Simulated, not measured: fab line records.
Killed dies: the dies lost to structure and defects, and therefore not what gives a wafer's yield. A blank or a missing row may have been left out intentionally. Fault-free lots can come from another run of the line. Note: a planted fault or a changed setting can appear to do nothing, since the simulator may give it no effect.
One fault through the eyes of 2 desks | flow gf180mcu | only its own numbers are on each desk; what lay behind them is given at the end

== AT THE TOOL OWNER'S DESK: pvd_sputter-03 ==
The tool's own readings at GF_M2_SPUTTER_00 (material Ti, target thk 37.5 nm, time 150 s): means of the sampled wafers that have a number, for each lot that ran on this tool. The brackets show how far a lot's mean lies from the usual mean; more than 4 standard deviations puts the lot out of limits, marked OUT.
Columns: A = throttle_valve_pct at GF_M2_SPUTTER_00, usual 29.2 %
lot  | first seen here | A
L399 | day 19 14:41    | 29.5
L404 | day 21 08:43    | 30.3
L405 | day 21 13:56    | 29.4
This desk's verdict: no lot among the 3 shows anything out of limits.

== THE METROLOGY DESK ==
What the gauges read for every lot (on any tool): the sampled wafers with a number, averaged. The brackets show how far a lot's mean lies from the usual mean; more than 4 standard deviations puts the lot out of limits, marked OUT.
Columns: A = V1_OVL at GF_V1_OVL_MEAS_15, usual -2 nm; B = V1_W_RS at GF_V1_RS_MEAS_24, usual 0.328 ohm/sq; C = V1_W_THK at GF_V1_THK_MEAS_25, usual 360 nm
lot  | first seen here | A  | B     | C
L398 | day 18 23:55    | 0  | 0.327 | 365
L399 | day 19 13:18    | 6  | 0.325 | 367
L404 | day 21 07:09    | -4 | 0.322 | 367
L405 | day 21 12:31    | -8 | 0.331 | 348
L407 | day 22 05:52    | 3  | 0.326 | 368
L416 | day 25 10:36    | 2  | 0.326 | 354
This desk's verdict: no lot among the 6 shows anything out of limits.

== PUT TOGETHER ==
Nothing out of limits was seen by the tool owner's desk.
From the metrology desk's view, nothing was out of limits.

== WHAT THE SIMULATOR HAD PUT IN ==
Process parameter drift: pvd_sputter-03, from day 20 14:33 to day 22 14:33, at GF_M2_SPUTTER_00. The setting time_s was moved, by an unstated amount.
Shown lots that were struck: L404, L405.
